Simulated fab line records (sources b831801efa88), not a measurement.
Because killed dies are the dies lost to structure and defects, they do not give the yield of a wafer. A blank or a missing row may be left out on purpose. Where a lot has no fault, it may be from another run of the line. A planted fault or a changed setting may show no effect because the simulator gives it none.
What tool caused it? | flow gf180mcu | 13 lots, 39 wafers sampled, at 5 steps of a route of 602

## WHAT THE GAUGES SHOWED, per wafer
GF_VT_IMPLANT_TW_MEAS_10. Usual: VT_IMPLANT_TW typically reads 560.0, with standard deviation 2.4.
lot  | measured     | on            | VT_IMPLANT_TW                       | flag
L611 | day 5 13:49  | film-metro-03 | 560.4 561.1 558.8                   |
L612 | day 6 05:40  | film-metro-04 | 561.1 560.8 558.7                   |
L614 | day 6 12:34  | film-metro-03 | 562.3 558.3 557.7                   |
L615 | day 6 17:08  | film-metro-03 | 557.8 557.0 557.8                   |
L618 | day 7 14:07  | film-metro-04 | 561.1 562.6 560.7                   |
L619 | day 7 23:58  | film-metro-01 | 553.7 553.5 555.5                   |
L620 | day 8 00:50  | film-metro-04 | 556.6 560.9 559.2                   |
L623 | day 8 18:08  | film-metro-03 | 558.7 558.4 555.8                   |
L624 | day 9 04:17  | film-metro-03 | 562.9 563.1 561.4                   |
L625 | day 9 09:35  | film-metro-03 | 580.8 583.3 584.0 579.0 581.6 580.0 | OFF
L627 | day 9 16:01  | film-metro-03 | 582.1 581.6 579.5 578.3 579.4 582.2 | OFF
L629 | day 10 14:10 | film-metro-01 | 561.1 561.9 564.1                   |
L633 | day 11 04:32 | film-metro-04 | 559.5 562.3 563.2                   |

GF_SAB_THK_MEAS_01. Usual: SAB_CVD_00_THK typically reads 49.7 nm, with standard deviation 0.8.
lot  | measured     | on            | SAB_CVD_00_THK (nm) | flag
L611 | day 13 20:38 | film-metro-02 | 50.8 50.3 50.0      |
L612 | day 15 03:37 | film-metro-03 | 49.3 49.8 49.8      |
L614 | day 15 12:47 | film-metro-04 | 48.9 50.1 50.5      |
L615 | day 15 19:31 | film-metro-04 | 47.7 48.0 48.6      |
L618 | day 16 20:50 | film-metro-03 | 50.6 51.2 50.8      |
L619 | day 17 15:20 | film-metro-03 | 49.4 48.8 49.8      |
L620 | day 17 15:00 | film-metro-04 | 49.1 49.5 49.4      |
L623 | day 18 08:22 | film-metro-02 | 49.4 48.7 51.2      |
L624 | day 19 04:15 | film-metro-03 | 50.1 48.9 49.3      |
L625 | day 19 08:19 | film-metro-04 | 49.5 49.1 50.7      |
L627 | day 19 20:18 | film-metro-04 | 50.2 49.1 49.4      |
L629 | day 21 03:23 | film-metro-02 | 48.6 49.4 49.5      |
L633 | day 22 00:30 | film-metro-03 | 49.3 48.8 50.0      |

GF_M1_THK_MEAS_06: measures by xrf. Usual: M1_ALCU_THK typically reads 454 nm, with standard deviation 7.1.
lot  | measured     | on            | M1_ALCU_THK (nm) | flag
L611 | day 15 18:47 | film-metro-04 | 451 447 449      |
L612 | day 17 02:08 | film-metro-04 | 456 450 452      |
L614 | day 17 11:59 | film-metro-03 | 457 458 462      |
L615 | day 17 19:14 | film-metro-04 | 453 457 438      |
L618 | day 18 22:47 | film-metro-01 | 451 452 451      |
L619 | day 19 19:31 | film-metro-04 | 451 454 456      |
L620 | day 19 17:18 | film-metro-04 | 450 441 450      |
L623 | day 20 12:57 | film-metro-01 | 456 464 466      |
L624 | day 21 07:31 | film-metro-04 | 458 449 458      |
L625 | day 21 12:52 | film-metro-04 | 441 455 455      |
L627 | day 21 23:56 | film-metro-01 | 455 464 467      |
L629 | day 23 05:28 | film-metro-01 | 458 455 464      |
L633 | day 24 00:47 | film-metro-03 | 454 448 456      |

## TOOL THAT RAN EACH LOT (tool first, then ch and the chambers of the sampled wafers, then the start)
lot  | GF_VT_IMPLANT_IMPLANT_08        | GF_CONTACT_STRIP_18
L611 | implanter-03 ch 0, day 5 13:37  | plasma-asher-04 ch 0,1, day 15 17:29
L612 | implanter-03 ch 0, day 6 05:25  | plasma-asher-04 ch 0,1, day 17 00:41
L614 | implanter-01 ch 0, day 6 12:20  | plasma-asher-04 ch 0,1, day 17 10:38
L615 | implanter-03 ch 0, day 6 16:53  | plasma-asher-04 ch 0,1, day 17 17:41
L618 | implanter-03 ch 0, day 7 13:53  | plasma-asher-03 ch 0,1, day 18 21:28
L619 | implanter-04 ch 0, day 7 23:44  | plasma-asher-01 ch 0,1, day 19 18:11
L620 | implanter-03 ch 0, day 8 00:35  | plasma-asher-01 ch 0,1, day 19 15:59
L623 | implanter-04 ch 0, day 8 17:53  | plasma-asher-01 ch 0,1, day 20 11:32
L624 | implanter-03 ch 0, day 9 04:02  | plasma-asher-01 ch 0,1, day 21 06:11
L625 | implanter-04 ch 0, day 9 09:20  | plasma-asher-04 ch 0,1, day 21 11:26
L627 | implanter-04 ch 0, day 9 15:46  | plasma-asher-04 ch 0,1, day 21 22:25
L629 | implanter-03 ch 0, day 10 13:56 | plasma-asher-04 ch 0,1, day 23 04:01
L633 | implanter-01 ch 0, day 11 04:17 | plasma-asher-04 ch 0,1, day 23 23:14
- GF_VT_IMPLANT_IMPLANT_08
- GF_CONTACT_STRIP_18: strips in O2/N2.

## WHAT THE TOOLS THEMSELVES READ (means of the sampled wafers that have a number; where no wafer has one, the mark that the record gives instead)
GF_VT_IMPLANT_IMPLANT_08. Usual: beam-energy-keV 19.999, standard deviation 0.0073; dose-ions-cm2 8.289e+12, standard deviation 8.7e+09; faraday-current-uA 46.8, standard deviation 0.97.
lot  | tool         | beam-energy-keV | dose-ions-cm2 | faraday-current-uA | flag
L611 | implanter-03 | 19.989          | 8.283e+12     | 47.0               |
L612 | implanter-03 | 20.000          | 8.287e+12     | 46.5               |
L614 | implanter-01 | 19.983          | 8.287e+12     | 46.9               |
L615 | implanter-03 | 19.998          | 8.292e+12     | 46.4               |
L618 | implanter-03 | 20.001          | 8.293e+12     | 46.1               |
L619 | implanter-04 | 20.004          | 8.288e+12     | 47.6               |
L620 | implanter-03 | 20.005          | 8.290e+12     | 46.1               |
L623 | implanter-04 | 19.999          | 8.284e+12     | 46.2               |
L624 | implanter-03 | 20.004          | 8.288e+12     | 46.7               |
L625 | implanter-04 | 19.992          | 9.262e+12     | 52.7               | OFF
L627 | implanter-04 | 20.008          | 9.255e+12     | 52.2               | OFF
L629 | implanter-03 | 19.997          | 8.295e+12     | 47.0               |
L633 | implanter-01 | 20.004          | 8.290e+12     | 48.2               |

GF_CONTACT_STRIP_18. Usual: drypump-motor-current-A 5.6 A, standard deviation 0.39; heater-power-w 323 W, standard deviation 27; oes-product-au 0.579 a.u., standard deviation 0.0051.
lot  | tool            | drypump-motor-current-A (A) | heater-power-w (W) | oes-product-au (a.u.) | flag
L611 | plasma-asher-04 | 5.4                         | 311                | 0.582                 |
L612 | plasma-asher-04 | 5.4                         | 309                | 0.582                 |
L614 | plasma-asher-04 | 5.4                         | 310                | 0.578                 |
L615 | plasma-asher-04 | 5.3                         | 315                | 0.587                 |
L618 | plasma-asher-03 | 6.2                         | 365                | 0.583                 |
L619 | plasma-asher-01 | 5.7                         | 335                | 0.575                 |
L620 | plasma-asher-01 | 5.9                         | 312                | 0.578                 |
L623 | plasma-asher-01 | 5.7                         | 337                | 0.581                 |
L624 | plasma-asher-01 | 5.9                         | 301                | 0.583                 |
L625 | plasma-asher-04 | 5.5                         | 313                | 0.579                 |
L627 | plasma-asher-04 | 5.5                         | 308                | 0.578                 |
L629 | plasma-asher-04 | 5.3                         | 319                | 0.574                 |
L633 | plasma-asher-04 | 5.4                         | 323                | 0.582                 |

## THE ANSWER, worked out from the rows above alone
Rule: lot off if the mean of its wafers having a number is beyond 3 standard deviations from the usual mean. A lot without any number at a reading at which 4 lots or more have one is off too. All remaining lots with rows at the step are treated as sound. After the gauges, taken in route order, come the tools' own readings; for these a lot's mean is taken, as printed above. At the first step where some lot is off, the reading lying furthest off is the one used; lots without a number count as furthest.
Off: L625, L627, at GF_VT_IMPLANT_TW_MEAS_10 (VT_IMPLANT_TW).
If a tool, at a process step before that reading, ran all the lots that are off and no sound lot after the first of them, it fits. Not tried: the gauges at GF_VT_IMPLANT_TW_MEAS_10; whatever is off there is also off at GF_VT_IMPLANT_IMPLANT_08, on other tools, and gauge error can't account for it. One candidate fits, namely implanter-04 at GF_VT_IMPLANT_IMPLANT_08. Its last sound lot is L623 (day 8 17:53), its first lot that is off L625 (day 9 09:20): a fault that began between those two fits.
The tool's own readings at GF_VT_IMPLANT_IMPLANT_08 bear it out: on the lots that are off they differ by more than 5 times the standard deviation of the sound lots' means. dose-ions-cm2 reads 9.258e+12 there against 8.289e+12 on the sound lots; faraday-current-uA reads 52.5 there against 46.8 on the sound lots.

## WHAT HAD BEEN PUT IN BY THE SIMULATOR
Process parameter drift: implanter-04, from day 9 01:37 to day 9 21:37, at GF_VT_IMPLANT_IMPLANT_08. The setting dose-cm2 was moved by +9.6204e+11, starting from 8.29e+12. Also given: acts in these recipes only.
Shown lots that were struck: L625, L627. This agrees with what the rule above found.
